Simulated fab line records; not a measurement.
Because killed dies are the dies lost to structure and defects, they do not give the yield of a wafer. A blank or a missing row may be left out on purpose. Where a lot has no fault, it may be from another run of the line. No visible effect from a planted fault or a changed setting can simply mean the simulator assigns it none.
Struck lot and sound lot, side by side    flow gf180mcu    27 steps out of a route of 602
Sound: the wafers L859.2, L859.4, L859.6. The struck wafers were L866.1, L866.3, L866.6. The cause comes at the end.
Order at every step that has rows: each side's tool, ch and its chambers, its first start. Under that, the readings that differ: sound wafers    struck wafers    difference of the means    sigmas: that difference in standard deviations of wafers without a fault.
alike: words and numbers the same on both sides, and readings whose means are apart by under 2 such deviations; not compared: readings that were withheld, readings missing a value for some wafer, numbers with overlapping values and no deviation given by the record, and bounds like >300 which may hide the same value.
A row with sigmas, a row that says differs or no value, or rows on one side alone: a step with any of these is where the two part. Non-overlapping numbers with no deviation appear without sigmas and do not part them. A reading that every wafer of one side lacks parts them only if that side has two wafers or more.

GF_HV_LDD_ETCHBACK_58: etches Si3N4 in CH3F/O2, stops on SiO2, time 100 s, target depth 90 nm.
  sound on rie diel-01 ch 0,1, day 12 15:38; struck on rie diel-01 ch 0,1, day 14 20:07
  alike: drypump motor current A, oes product au, throttle valve pct
  not compared: rf hours counter h
then, 7 steps without rows for these wafers: GF_NSD_DEHYDRATE_00 (time 60 s); GF_NSD_HMDS_01 (prime time 60 s); GF_NSD_COAT_02 (resist thk 1000 nm); GF_NSD_SOFTBAKE_03 (time 60 s); GF_NSD_EXPOSE_04 (exposes mask Nplus, target cd 400 nm); GF_NSD_PEB_05; GF_NSD_DEVELOP_06 (develop time 60 s).
GF_NSD_CD_MEAS_07 targets a cd of 400 nm.
  sound: cd sem-02 at day 13 11:23; struck: cd sem-02 at day 15 17:58
  alike: cd nm
GF_NSD_OVL_MEAS_08:
  sound: overlay-01 at day 13 11:29; struck: overlay-01 at day 15 18:05
  alike: NSD_OVL
then, 2 steps without rows for these wafers: GF_NSD_IMPLANT_09; GF_NSD_IMPLANT_10.
GF_NSD_STRIP_11: strips in O2/N2.
  sound on plasma asher-02 ch 0,1, day 13 11:49; struck on plasma asher-04 ch 1, day 15 18:25
reading                                   sound              struck             difference                     sigmas
oes product au (a.u.)                     0.486 0.482 0.481  0.328 0.330 0.332  -0.153                         -34
strip time to endpoint s (s)              22.96 22.98 22.96  - - -              no value on the struck wafers  
model.NOVOLAK_of_NSD_COAT_02.thk nm (nm)  0 0 0              682.5 684.9 685.3  +684.2                         
  alike: drypump motor current A, heater power w
  not compared: rf hours counter h
GF_NSD_TW_MEAS_12:
  sound: film metro-02 at day 13 11:55; struck: film metro-02 at day 15 18:31
  alike: NSD_TW
then, 7 steps without rows for these wafers: GF_PSD_DEHYDRATE_00 (time 60 s); GF_PSD_HMDS_01 (prime time 60 s); GF_PSD_COAT_02 (resist thk 1000 nm); GF_PSD_SOFTBAKE_03 (time 60 s); GF_PSD_EXPOSE_04 (exposes mask Pplus, target cd 400 nm); GF_PSD_PEB_05; GF_PSD_DEVELOP_06 (develop time 60 s).
GF_PSD_CD_MEAS_07 targets a cd of 400 nm.
  sound: cd sem-02 at day 14 08:25; struck: cd sem-02 at day 16 16:36
  alike: cd nm
GF_PSD_OVL_MEAS_08:
  sound: overlay-01 at day 14 08:31; struck: overlay-01 at day 16 16:43
  alike: PSD_OVL
after that, 1 step had no rows for these wafers: GF_PSD_IMPLANT_09.
GF_PSD_STRIP_10: strips in O2/N2.
  sound on plasma asher-04 ch 0,1, day 14 08:42; struck on plasma asher-02 ch 0, day 16 16:54
reading                       sound              struck             difference  sigmas
oes product au (a.u.)         0.596 0.593 0.591  0.645 0.645 0.641  +0.050      +12
strip time to endpoint s (s)  16.56 16.59 16.61  26.70 26.73 26.75  +10.14      +99 or more
  alike: drypump motor current A, heater power w
  not compared: rf hours counter h
GF_PSD_TW_MEAS_11:
  sound: film metro-01 at day 14 08:49; struck: film metro-02 at day 16 17:00
reading  sound           struck    difference  sigmas
PSD_TW   3263 3251 3251  30 30 30  -3225       -99 or more
then, 1 step without rows for these wafers: GF_PSD_CLEAN_12 (cleans in SC1/SC2, time 150 s).

## WHERE THEY PART
First at GF_NSD_STRIP_11; last, within this record, at GF_PSD_TW_MEAS_11.

WHY: what had been put in by the simulator
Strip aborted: plasma asher-04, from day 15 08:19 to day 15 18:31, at GF_NSD_STRIP_11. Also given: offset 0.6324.
